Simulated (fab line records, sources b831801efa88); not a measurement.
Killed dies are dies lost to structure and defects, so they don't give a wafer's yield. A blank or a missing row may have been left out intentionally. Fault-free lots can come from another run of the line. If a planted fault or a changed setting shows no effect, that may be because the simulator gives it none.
Split-lot experiment :: flow sky130 :: route with 708 steps; 5 lots, 23 wafers read

## SPLIT DETAILS
At SKY_VIA2_CMP_02 (polishes SiO2), the setting leave above ref nm was moved away from the recipe's 495 nm on 10 of the 23 wafers read, by +3.2% to +6.4%. For the rest of the wafers, this setting stayed at what the recipe calls for.

## FROM THE SPLIT TO THE READING: what the file shows between them, 2 steps
- SKY_VIA2_DEVELOP_11: develop time 60 s (also split here: dev temp c)
- SKY_VIA2_ETCH_14: etches BARC in N2/H2, stops on SiO2, time 45.9 s, target depth 60 nm

## THE READING
oes product au, in a.u., at SKY_VIA2_ETCH_15 (etches SiO2 in C4F8/O2/Ar, stops on TiN, target depth 546 nm, time 84 s). A value of 0.939 a.u. with a standard deviation of 0.0048 a.u. is what fault-free wafers of this fab line usually give.

wafer: L076.1
tool, chamber at the split: cmp-02, 0
leave above ref nm as run, nm: 495
against the recipe: recipe
oes product au, a.u.: 0.947
against lot-mates on the recipe: -

wafer: L076.2
tool, chamber at the split: cmp-02, 3
leave above ref nm as run, nm: 495
against the recipe: recipe
oes product au, a.u.: 0.944
against lot-mates on the recipe: -

wafer: L076.3
tool, chamber at the split: cmp-02, 2
leave above ref nm as run, nm: 511
against the recipe: +3.2%
oes product au, a.u.: 0.959
against lot-mates on the recipe: +0.015

wafer: L076.4
tool, chamber at the split: cmp-02, 1
leave above ref nm as run, nm: 511
against the recipe: +3.2%
oes product au, a.u.: 0.964
against lot-mates on the recipe: +0.020

wafer: L076.5
tool, chamber at the split: cmp-02, 2
leave above ref nm as run, nm: 495
against the recipe: recipe
oes product au, a.u.: 0.940
against lot-mates on the recipe: -

wafer: L078.2
tool, chamber at the split: cmp-01, 1
leave above ref nm as run, nm: 495
against the recipe: recipe
oes product au, a.u.: 0.949
against lot-mates on the recipe: -

wafer: L078.5
tool, chamber at the split: cmp-01, 1
leave above ref nm as run, nm: 495
against the recipe: recipe
oes product au, a.u.: 0.941
against lot-mates on the recipe: -

wafer: L078.6
tool, chamber at the split: cmp-01, 0
leave above ref nm as run, nm: 495
against the recipe: recipe
oes product au, a.u.: 0.934
against lot-mates on the recipe: -

wafer: L079.2
tool, chamber at the split: cmp-01, 3
leave above ref nm as run, nm: 495
against the recipe: recipe
oes product au, a.u.: 0.943
against lot-mates on the recipe: -

wafer: L079.3
tool, chamber at the split: cmp-01, 0
leave above ref nm as run, nm: 526.6
against the recipe: +6.4%
oes product au, a.u.: 0.971
against lot-mates on the recipe: +0.032

wafer: L079.4
tool, chamber at the split: cmp-01, 1,0
leave above ref nm as run, nm: 526.6
against the recipe: +6.4%
oes product au, a.u.: 0.972
against lot-mates on the recipe: +0.033

wafer: L079.5
tool, chamber at the split: cmp-01, 1,0
leave above ref nm as run, nm: 526.6
against the recipe: +6.4%
oes product au, a.u.: 0.976
against lot-mates on the recipe: +0.037

wafer: L079.6
tool, chamber at the split: cmp-01, 1
leave above ref nm as run, nm: 495
against the recipe: recipe
oes product au, a.u.: 0.935
against lot-mates on the recipe: -

wafer: L080.1
tool, chamber at the split: cmp-01, 0,2
leave above ref nm as run, nm: 514.5
against the recipe: +3.9%
oes product au, a.u.: 0.966
against lot-mates on the recipe: +0.033

wafer: L080.2
tool, chamber at the split: cmp-01, 1
leave above ref nm as run, nm: 514.5
against the recipe: +3.9%
oes product au, a.u.: 0.958
against lot-mates on the recipe: +0.025

wafer: L080.3
tool, chamber at the split: cmp-01, 2
leave above ref nm as run, nm: 495
against the recipe: recipe
oes product au, a.u.: 0.933
against lot-mates on the recipe: -

wafer: L080.4
tool, chamber at the split: cmp-01, 3
leave above ref nm as run, nm: 495
against the recipe: recipe
oes product au, a.u.: 0.933
against lot-mates on the recipe: -

wafer: L080.5
tool, chamber at the split: cmp-01, 0,2
leave above ref nm as run, nm: 514.5
against the recipe: +3.9%
oes product au, a.u.: 0.957
against lot-mates on the recipe: +0.024

wafer: L085.1
tool, chamber at the split: cmp-02, 2
leave above ref nm as run, nm: 495
against the recipe: recipe
oes product au, a.u.: 0.929
against lot-mates on the recipe: -

wafer: L085.2
tool, chamber at the split: cmp-02, 1
leave above ref nm as run, nm: 495
against the recipe: recipe
oes product au, a.u.: 0.951
against lot-mates on the recipe: -

wafer: L085.3
tool, chamber at the split: cmp-02, 3
leave above ref nm as run, nm: 518.6
against the recipe: +4.8%
oes product au, a.u.: 0.966
against lot-mates on the recipe: +0.026

wafer: L085.5
tool, chamber at the split: cmp-02, 2
leave above ref nm as run, nm: 518.6
against the recipe: +4.8%
oes product au, a.u.: 0.955
against lot-mates on the recipe: +0.015

wafer: L085.6
tool, chamber at the split: cmp-02, 1
leave above ref nm as run, nm: 495
against the recipe: recipe
oes product au, a.u.: 0.940
against lot-mates on the recipe: -
Where a row lists several chambers, the file gives one row for several wafers and doesn't say which wafer went through which chamber.

THE FIT
A straight line over all 23 wafers: oes product au changes by +0.0051 a.u. for each +1% of leave above ref nm; r = +0.91; the points scatter about the line by 0.0061 a.u.
The same after taking each lot's own level away (the mean of its wafers on the recipe; 23 wafers): +0.0054 a.u. for each +1%; r = +0.92; scatter 0.0058 a.u.
According to that fit, moving leave above ref nm by its largest amount changes the reading by 0.035 a.u.
From 0.9330 to 0.9437 a.u.: that is the span of the lots' own levels, equal to 2.2 times the standard deviation above.
The two slopes agree, so the slope changes little with the lot-to-lot level.
Check: for one of the wafers moved furthest among these (+6.4%), held out of the fit, the line's prediction against its lot-mates is +0.0354 a.u. It came out at +0.032 a.u. against them.

## FURTHER SPLITS ON THESE WAFERS
These wafers also went through other splits before the reading. Each is held against what the fit with the lots' levels taken away leaves over:
other split on the same wafers: SKY_VIA1_COAT_07 spin rpm
wafers away from the commonest value: 4
r with oes product au (lot level and that fit taken away): +0.10

other split on the same wafers: SKY_VIA1_DEVELOP_11 develop time s
wafers away from the commonest value: 9
r with oes product au (lot level and that fit taken away): +0.01

other split on the same wafers: SKY_VIA1_CVD_21 pressure torr
wafers away from the commonest value: 10
r with oes product au (lot level and that fit taken away): +0.13

other split on the same wafers: SKY_METAL2_EXPOSE_12 dose mj
wafers away from the commonest value: 9
r with oes product au (lot level and that fit taken away): +0.06

other split on the same wafers: SKY_METAL2_METAL_ETCH_19 icp w
wafers away from the commonest value: 7
r with oes product au (lot level and that fit taken away): +0.14

other split on the same wafers: SKY_VIA2_DEVELOP_11 dev temp c
wafers away from the commonest value: 12
r with oes product au (lot level and that fit taken away): -0.15

## THE WHOLE CHAIN: every reading that the file lists as answering this split, in the file's order
step: SKY_VIA2_CMP_02
what it does: polishes SiO2
reading: SiO2_of_VIA2_HDPCVD_00.thk nm (the simulator's own value, which no gauge read)
change (the file's fit): +4.98 nm for each +1% of the setting
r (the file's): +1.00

step: SKY_VIA2_ETCH_15
what it does: etches SiO2 in C4F8/O2/Ar, stops on TiN, target depth 546 nm, time 84 s
reading: oes product au
change (the file's fit): +0.00537 a.u. for each +1% of the setting
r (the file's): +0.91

step: SKY_VIA2_ETCH_15
what it does: etches SiO2 in C4F8/O2/Ar, stops on TiN, target depth 546 nm, time 84 s
reading: VIA2.feature depth nm (the simulator's own value, which no gauge read)
change (the file's fit): +4.93 nm for each +1% of the setting
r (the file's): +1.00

## THE FILE'S OWN FIT
oes product au changes by +0.00537 a.u. for each +1% of leave above ref nm, r = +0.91.
